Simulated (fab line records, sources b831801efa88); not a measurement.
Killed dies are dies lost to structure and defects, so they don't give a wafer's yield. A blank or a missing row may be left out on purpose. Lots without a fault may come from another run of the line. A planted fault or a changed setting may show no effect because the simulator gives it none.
Split-lot experiment | flow sky130 | 5 lots, 23 wafers read, on a route of 708 steps

THE SPLIT
At SKY_METAL1_SPUTTER_01 (material TiN, target thk 20 nm, time 16.7 s), the setting power_w was moved away from the recipe's 6500 W on 8 of the 23 wafers read, by -10.5% to +6.9%. The other wafers ran this setting at the recipe's value.

The reading is taken at the split's own step.

THE READING
TiN_of_METAL1_SPUTTER_01.thk_nm (the simulator's own value, which no gauge read), in nm, at SKY_METAL1_SPUTTER_01 (material TiN, target thk 20 nm, time 16.7 s). The file gives no usual value for it. The 15 wafers here that ran the recipe average 19.77 nm, standard deviation 0.28 nm.

wafer  | tool, chamber at the split | power_w as run, W | against the recipe | TiN_of_METAL1_SPUTTER_01.thk_nm, nm | against lot-mates on the recipe
L074.1 | pvd_sputter-02, -          | 6500              | recipe             | 20.06                               | -
L074.2 | pvd_sputter-02, -          | 5818              | -10.5%             | 17.58                               | -2.58
L074.3 | pvd_sputter-02, -          | 5818              | -10.5%             | 17.71                               | -2.45
L074.4 | pvd_sputter-02, -          | 6500              | recipe             | 20.26                               | -
L074.6 | pvd_sputter-02, -          | 5818              | -10.5%             | 17.32                               | -2.84
L077.1 | pvd_sputter-04, -          | 6500              | recipe             | 19.75                               | -
L077.2 | pvd_sputter-04, -          | 6500              | recipe             | 19.77                               | -
L077.3 | pvd_sputter-04, -          | 6049              | -6.9%              | 18.78                               | -1.08
L077.4 | pvd_sputter-04, -          | 6500              | recipe             | 20.06                               | -
L077.5 | pvd_sputter-04, -          | 6049              | -6.9%              | 18.57                               | -1.29
L079.1 | pvd_sputter-02, -          | 6500              | recipe             | 19.95                               | -
L079.4 | pvd_sputter-02, -          | 6500              | recipe             | 19.94                               | -
L079.5 | pvd_sputter-02, -          | 6500              | recipe             | 20.23                               | -
L080.1 | pvd_sputter-02, -          | 6500              | recipe             | 19.47                               | -
L080.2 | pvd_sputter-02, -          | 6950              | +6.9%              | 21.04                               | +1.55
L080.4 | pvd_sputter-02, -          | 6950              | +6.9%              | 21.48                               | +1.99
L080.5 | pvd_sputter-02, -          | 6500              | recipe             | 19.51                               | -
L080.6 | pvd_sputter-02, -          | 6950              | +6.9%              | 20.95                               | +1.46
L085.1 | pvd_sputter-04, -          | 6500              | recipe             | 19.47                               | -
L085.2 | pvd_sputter-04, -          | 6500              | recipe             | 19.53                               | -
L085.3 | pvd_sputter-04, -          | 6500              | recipe             | 19.49                               | -
L085.4 | pvd_sputter-04, -          | 6500              | recipe             | 19.51                               | -
L085.6 | pvd_sputter-04, -          | 6500              | recipe             | 19.59                               | -

THE FIT
A straight line over all 23 wafers: TiN_of_METAL1_SPUTTER_01.thk_nm changes by +0.201 nm for each +1% of power_w; r = +0.96; the points scatter about the line by 0.28 nm.
The same after taking each lot's own level away (the mean of its wafers on the recipe; 23 wafers): +0.235 nm for each +1%; r = +0.99; scatter 0.2 nm.
On that fit, the largest move of power_w shifts the reading by 2.5 nm.
The lots' own levels span 19.490 to 20.160 nm, that is 2.4 times the standard deviation above.
So the lot-to-lot level changes the slope: the two fits differ.
Check: with one of the wafers moved furthest among these (-10.5%) left out of the fit, the line predicts -2.41 nm for it against its lot-mates. It came out at -2.58 nm against them.

OTHER SPLITS ON THESE WAFERS
These wafers also went through other splits before the reading. Each is held against what the fit with the lots' levels taken away leaves over:
other split on the same wafers               | wafers away from the commonest value | r with TiN_of_METAL1_SPUTTER_01.thk_nm (lot level and that fit taken away)
SKY_LI_CONTACT_SPUTTER_19 time_s             | 8                                    | -0.17
SKY_LOCAL_INTERCONNECT_COAT_05 resist_thk_nm | 8                                    | +0.47
SKY_LOCAL_INTERCONNECT_ETCH_13 bias_w        | 8                                    | +0.06
SKY_CONTACT_HDPCVD_02 time_s                 | 5                                    | +0.23
SKY_CONTACT_COAT_08 spin_rpm                 | 8                                    | +0.05
SKY_CONTACT_ETCH_16 ion_energy_ev            | 6                                    | -0.03

THE FILE'S OWN FIT
TiN_of_METAL1_SPUTTER_01.thk_nm changes by +0.229 nm for each +1% of power_w, r = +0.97.
